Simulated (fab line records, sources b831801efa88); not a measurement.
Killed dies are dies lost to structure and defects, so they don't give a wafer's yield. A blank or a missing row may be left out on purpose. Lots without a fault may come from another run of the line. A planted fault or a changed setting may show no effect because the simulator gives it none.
Tool commonality check | flow sky130 | 13 lots, 39 wafers sampled

WHY IT WAS OPENED
At SKY_METAL3_CD_MEAS_13 the reading cd_nm is flagged on 1 of 13 lots. Wafers without a fault read 300.0 nm, standard deviation 1.2.
Rule: a lot is flagged when every wafer of it that has a number lies more than 4 standard deviations from that mean, or none has a number. The other lots count as sound.

lot  | measured     | on        | cd_nm (nm), wafer by wafer | flag
L778 | day 39 01:41 | cd_sem-01 | 299.6 300.8 298.4          |
L777 | day 39 01:53 | cd_sem-02 | 301.3 300.8 301.5          |
L779 | day 39 07:26 | cd_sem-01 | 299.4 300.2 300.7          |
L780 | day 39 23:56 | cd_sem-01 | 300.9 300.0 300.8          |
L781 | day 40 02:11 | cd_sem-02 | 299.2 299.1 298.8          |
L782 | day 40 06:53 | cd_sem-02 | 300.5 301.3 300.3          |
L783 | day 40 08:05 | cd_sem-01 | 299.6 298.9 298.4          |
L784 | day 41 02:50 | cd_sem-01 | 300.2 298.4 300.6          |
L785 | day 41 06:46 | cd_sem-02 | 300.7 300.9 302.7          |
L788 | day 42 06:13 | cd_sem-01 | 243.4 257.0 248.6          | FLAGGED
L798 | day 44 19:30 | cd_sem-02 | 299.1 299.6 300.1          |
L797 | day 44 20:20 | cd_sem-02 | 297.7 298.0 297.6          |
L799 | day 44 23:59 | cd_sem-01 | 299.2 300.1 299.4          |
The numbers of the flagged lots are 249.7 nm on average: -50.3 nm against the usual, or -42 standard deviations.

WHICH TOOL RAN EACH LOT
The record holds 2 process steps before the reading, out of a route of 708 steps. In each cell: the tool, then ch and the chambers that the sampled wafers went through, then the start.
lot  | flag    | SKY_METAL3_SPUTTER_02        | SKY_METAL3_EXPOSE_10
L778 |         | pvd_sputter-01, day 36 20:58 | krf_scanner-01 ch 0, day 38 13:13
L777 |         | pvd_sputter-02, day 36 21:46 | krf_scanner-01 ch 0, day 38 13:35
L779 |         | pvd_sputter-01, day 37 02:20 | krf_scanner-02 ch 0, day 38 19:05
L780 |         | pvd_sputter-01, day 37 21:16 | krf_scanner-01 ch 0, day 39 11:35
L781 |         | pvd_sputter-03, day 37 22:26 | krf_scanner-02 ch 0, day 39 13:50
L782 |         | pvd_sputter-03, day 38 03:16 | krf_scanner-01 ch 0, day 39 18:23
L783 |         | pvd_sputter-03, day 38 05:05 | krf_scanner-01 ch 0, day 39 20:05
L784 |         | pvd_sputter-02, day 38 23:56 | krf_scanner-02 ch 0, day 40 14:27
L785 |         | pvd_sputter-02, day 39 05:16 | krf_scanner-02 ch 0, day 40 18:35
L788 | FLAGGED | pvd_sputter-02, day 40 05:20 | krf_scanner-02 ch 0, day 41 18:24
L798 |         | pvd_sputter-01, day 42 21:56 | krf_scanner-02 ch 0, day 44 09:08
L797 |         | pvd_sputter-03, day 42 22:14 | krf_scanner-01 ch 0, day 44 10:01
L799 |         | pvd_sputter-02, day 43 02:23 | krf_scanner-02 ch 0, day 44 13:57
What these steps do:
- SKY_METAL3_SPUTTER_02: material AlCu, target thk 735 nm, time 39.1 s.
- SKY_METAL3_EXPOSE_10: exposes mask MM3, target cd 300 nm.
- SKY_METAL3_CD_MEAS_13: target cd 300 nm.

FLAGGED OVER TOTAL, TOOL BY TOOL (the gauges that took the reading come last)
step                  | tool           | lots run | flagged | share of the flagged lots | sound lots run after its first flagged lot
SKY_METAL3_SPUTTER_02 | pvd_sputter-01 | 4        | 0       | none                      | -
SKY_METAL3_SPUTTER_02 | pvd_sputter-02 | 5        | 1       | all                       | 1 (L799)
SKY_METAL3_SPUTTER_02 | pvd_sputter-03 | 4        | 0       | none                      | -
SKY_METAL3_EXPOSE_10  | krf_scanner-01 | 6        | 0       | none                      | -
SKY_METAL3_EXPOSE_10  | krf_scanner-02 | 7        | 1       | all                       | 2 (L798,L799)
SKY_METAL3_CD_MEAS_13 | cd_sem-01      | 7        | 1       | all                       | 1 (L799)
SKY_METAL3_CD_MEAS_13 | cd_sem-02      | 6        | 0       | none                      | -

WHAT THE TABLE ALLOWS
3 rows of the table ran every flagged lot: pvd_sputter-02 at SKY_METAL3_SPUTTER_02, krf_scanner-02 at SKY_METAL3_EXPOSE_10, cd_sem-01 at SKY_METAL3_CD_MEAS_13.
- pvd_sputter-02 at SKY_METAL3_SPUTTER_02: 1 of its 5 lots flagged. Sound lots ran on it after the first flagged one (L799), which a lasting fault on the whole tool wouldn't allow.
- krf_scanner-02 at SKY_METAL3_EXPOSE_10: 1 of its 7 lots flagged. Sound lots ran on it after the first flagged one (L798, L799), which a lasting fault on the whole tool wouldn't allow. Its own readings lie more than 4 standard deviations out on every wafer of the flagged lots: exposure_dose_mJ_cm2.
- cd_sem-01 at SKY_METAL3_CD_MEAS_13: 1 of its 7 lots flagged. Sound lots ran on it after the first flagged one (L799), which a lasting fault on the whole tool wouldn't allow.
No row of the table ran every flagged lot and no sound lot after the first.

WHAT THE SIMULATOR HAD PUT IN
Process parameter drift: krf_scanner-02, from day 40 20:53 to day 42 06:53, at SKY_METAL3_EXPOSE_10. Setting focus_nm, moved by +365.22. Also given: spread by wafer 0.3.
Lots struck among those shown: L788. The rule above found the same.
